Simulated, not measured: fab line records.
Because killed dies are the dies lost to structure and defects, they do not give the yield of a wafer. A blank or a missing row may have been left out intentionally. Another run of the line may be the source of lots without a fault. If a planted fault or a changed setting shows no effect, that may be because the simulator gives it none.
Which tool did it? | flow sky130 | Sampling: 6 lots, 18 wafers, 4 of 708 route steps

## WHAT EACH GAUGE READ, for each wafer
SKY_PASSIVATION_THK_MEAS_03.
lot  | measured     | on            | PASSIVATION_CVD_02_THK (nm)
L853 | day 43 22:40 | film metro-04 | 534 530 543
L856 | day 44 20:09 | film metro-04 | 529 536 536
L857 | day 45 15:21 | film metro-01 | 539 546 545
L861 | day 46 10:20 | film metro-02 | 520 534 534
L866 | day 47 13:08 | film metro-02 | 545 533 549
L869 | day 48 06:04 | film metro-04 | 530 533 544

## TOOL THAT RAN EACH LOT (tool first, then ch and the chambers of the sampled wafers, then the start)
lot  | SKY_METAL2_SPUTTER_03        | SKY_METAL4_SPUTTER_00        | SKY_METAL4_SPUTTER_03
L853 | pvd sputter-02, day 34 04:14 | pvd sputter-01, day 39 20:14 | pvd sputter-01, day 39 20:19
L856 | pvd sputter-04, day 35 04:01 | pvd sputter-01, day 40 20:01 | pvd sputter-01, day 40 20:06
L857 | pvd sputter-03, day 36 02:33 | pvd sputter-03, day 41 15:28 | pvd sputter-03, day 41 15:32
L861 | pvd sputter-03, day 37 02:40 | pvd sputter-04, day 42 13:13 | pvd sputter-04, day 42 13:17
L866 | pvd sputter-02, day 38 12:28 | pvd sputter-04, day 43 18:40 | pvd sputter-04, day 43 18:44
L869 | pvd sputter-03, day 39 10:04 | pvd sputter-03, day 44 15:16 | pvd sputter-03, day 44 15:22
- SKY_METAL2_SPUTTER_03: material Ti, target thk 5 nm, time 3.3 s.
- SKY_METAL4_SPUTTER_00: material Ti, target thk 15 nm, time 10 s.
- SKY_METAL4_SPUTTER_03: material Ti, target thk 5 nm, time 3.3 s.

## THE ANSWER, worked out from the rows above alone
Rule: usual is defined by the lots themselves. The widest of any qualifying gaps counts: lots, ordered by their means at a reading, are off when they make up no more than a third of the lots, leave a main group of 4 or more, and stand apart from it by 3 or more times the standard deviation of that group's means. The tables above print the reading to a certain number of digits; a main group whose means all agree to those digits is not used. A lot without any number at a reading at which 4 lots or more have one is off too. All remaining lots with rows at the step are treated as sound.
Across all readings shown, no lot is off: no conclusion can be drawn from this.

## WHAT THE SIMULATOR PUT IN
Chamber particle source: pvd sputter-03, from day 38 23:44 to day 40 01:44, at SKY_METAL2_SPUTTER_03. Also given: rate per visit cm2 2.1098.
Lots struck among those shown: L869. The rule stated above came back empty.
